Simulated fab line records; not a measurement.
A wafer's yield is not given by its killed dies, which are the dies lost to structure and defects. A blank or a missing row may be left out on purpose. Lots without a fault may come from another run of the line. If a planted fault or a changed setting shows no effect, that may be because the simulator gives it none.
Comparing a struck lot with a sound one | flow sky130 | 36 out of 708 route steps
Sound: the wafers L592.1, L592.2, L592.3. Struck: wafers L590.1, L590.4, L590.5. The cause is named last.
At each step with rows: each side's tool, then ch and its chambers, then its first start. Under that, the readings that differ: sound wafers | struck wafers | difference of the means | sigmas: that difference in standard deviations of wafers without a fault.
alike: a reading whose means differ by less than 2 such deviations, as well as words and numbers matching on both sides. not compared: withheld readings; readings where some wafer has no value; bounds like >300 that might hide an equal value; numbers whose values overlap and for which the record gives no deviation.
A row with sigmas, a row that says differs or no value, or rows on one side alone: a step with any of these is where the two part. Non-overlapping numbers with no deviation appear without sigmas and do not part them. Lack of a reading on every wafer of one side parts them only where that side has two or more wafers.

first, 10 steps without rows for these wafers: SKY_POLY_CUT_ETCH_10 (etches BARC in N2/H2, stops on SiO2, time 45.9 s, target depth 60 nm); SKY_POLY_CUT_ETCH_11 (etches Si3N4 in CF4/CH2F2/Ar, stops on poly-Si, time 42.5 s, target depth 60 nm); SKY_POLY_CUT_STRIP_12 (strips in O2/N2); SKY_SD_P_DEHYDRATE_00 (time 60 s); SKY_SD_P_HMDS_01 (prime time 60 s); SKY_SD_P_COAT_02 (resist thk 1140 nm); SKY_SD_P_SOFTBAKE_03 (time 60 s); SKY_SD_P_EXPOSE_04 (exposes mask PSDM, target cd 380 nm); SKY_SD_P_PEB_05; SKY_SD_P_DEVELOP_06 (develop time 60 s).
SKY_SD_P_IMPLANT_09:
  sound on implanter-01 ch 0, day 33 08:43; struck on implanter-04 ch 0, day 32 13:38
reading                  | sound                | struck               | difference | sigmas
beamEnergyKeV            | 20.004 19.992 20.007 | 15.427 15.420 15.429 | -4.576     | -99 or more
model.implant.rpNm (nm)  | 17.27 17.27 17.27    | 13.78 13.78 13.78    | -3.49      | 
model.implant.drpNm (nm) | 9.746 9.746 9.746    | 8.116 8.116 8.116    | -1.630     | 
SKY_SD_P_STRIP_10: strips in O2/N2.
  sound on plasmaAsher-02 ch 0,1, day 33 08:52; struck on plasmaAsher-04 ch 0, day 32 13:47
reading                  | sound             | struck            | difference | sigmas
oesProductAu (a.u.)      | 0.613 0.621 0.626 | 0.635 0.626 0.634 | +0.012     | +2
stripTimeToEndpointS (s) | 17.50 17.50 17.48 | 16.76 16.79 16.82 | -0.70      | -19
  alike: drypumpMotorCurrentA
  not compared: rfHoursCounterH
SKY_SD_P_TW_MEAS_11:
  struck on filmMetro-02, day 32 13:53; sound on filmMetro-02, day 33 08:58
reading | sound          | struck         | difference | sigmas
SD_P_TW | 2850 2842 2836 | 2662 2664 2664 | -179       | -10
then, 21 steps without rows for these wafers: SKY_RES_XHIGH_DEHYDRATE_00 (time 60 s); SKY_RES_XHIGH_HMDS_01 (prime time 60 s); SKY_RES_XHIGH_COAT_02 (resist thk 1157 nm); SKY_RES_XHIGH_SOFTBAKE_03 (time 60 s); SKY_RES_XHIGH_EXPOSE_04 (exposes mask URPM, target cd 1270 nm); SKY_RES_XHIGH_PEB_05; SKY_RES_XHIGH_DEVELOP_06 (develop time 60 s); SKY_RES_XHIGH_IMPLANT_07; SKY_RES_XHIGH_STRIP_08 (strips in O2/N2); SKY_SD_N_DEHYDRATE_00 (time 60 s); SKY_SD_N_HMDS_01 (prime time 60 s); SKY_SD_N_COAT_02 (resist thk 1140 nm); SKY_SD_N_SOFTBAKE_03 (time 60 s); SKY_SD_N_EXPOSE_04 (exposes mask NSDM, target cd 380 nm); SKY_SD_N_PEB_05; SKY_SD_N_DEVELOP_06 (develop time 60 s); SKY_SD_N_IMPLANT_09; SKY_SD_N_IMPLANT_10; SKY_SD_N_STRIP_11 (strips in O2/N2); SKY_SD_N_CLEAN_13 (cleans in SC1/SC2, time 150 s); SKY_SD_N_RTA_14 (time 2 s).
-- the record jumps here: 2 days lie between the struck wafers' starts before and after --
SKY_SD_N_RS_MEAS_17: a four-point-probe measurement.
  struck on filmMetro-04, day 34 19:08; sound on filmMetro-04, day 35 15:26
reading          | sound             | struck            | difference | sigmas
SD_P_RS (ohm/sq) | 147.1 147.7 147.1 | 164.6 164.7 164.8 | +17.4      | +47
-- here the record skips 16 days between the struck wafers' starts before and after, leaving off in module SD_N and picking up in module PAD_OPEN (first step shown: number 708 of the route) --
SKY_PAD_OPEN_PROBE_99:
  struck on prober-02, day 50 16:50; sound on prober-02, day 51 02:41
reading                             | sound             | struck            | difference | sigmas
model.etest.resPdiff.lineOhmUm      | 1374 1389 1328    | 1518 1490 1476    | +131       | 
model.etest.pfet_01v8.rOnOhmUm      | 2873 2945 2922    | 3065 3002 3070    | +132       | 
model.etest.resPdiffHv.rsOhmSq      | 191.8 192.5 191.4 | 219.4 217.6 218.9 | +26.7      | 
model.etest.resPdiff.rsOhmSq        | 198 199 198       | 221.4 218.8 219.1 | +21.4      | 
model.etest.pfet_01v8.driveUaUm     | 195.2 187.7 189.3 | 182 184.4 181.3   | -8         | 
model.etest.pfet_01v8_hvt.driveUaUm | 144.8 139.7 140.6 | 135.7 137.2 134.4 | -5.9       | 
model.etest.sramPfetLatch.driveUaUm | 149.8 141 141.5   | 135.2 139.3 137.2 | -6.9       | 
  alike: killed_at_M0_to_M3, killed_at_M4_up, killedAtContacts, killedAtFrontEnd, killedAtOther, killedDies, killedOpen, killedShort
  not compared: model.etest.pfetG5v0d10v5.rOnOhmUm

== WHERE THEY PART ==
Last at SKY_SD_N_RS_MEAS_17 as far as this record goes, first at SKY_SD_P_IMPLANT_09. Later steps at which nothing parts them and some readings are alike: SKY_PAD_OPEN_PROBE_99.

WHY: whatever the simulator had introduced
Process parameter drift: implanter-04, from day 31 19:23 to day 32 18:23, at SKY_SD_P_IMPLANT_09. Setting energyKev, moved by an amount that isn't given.
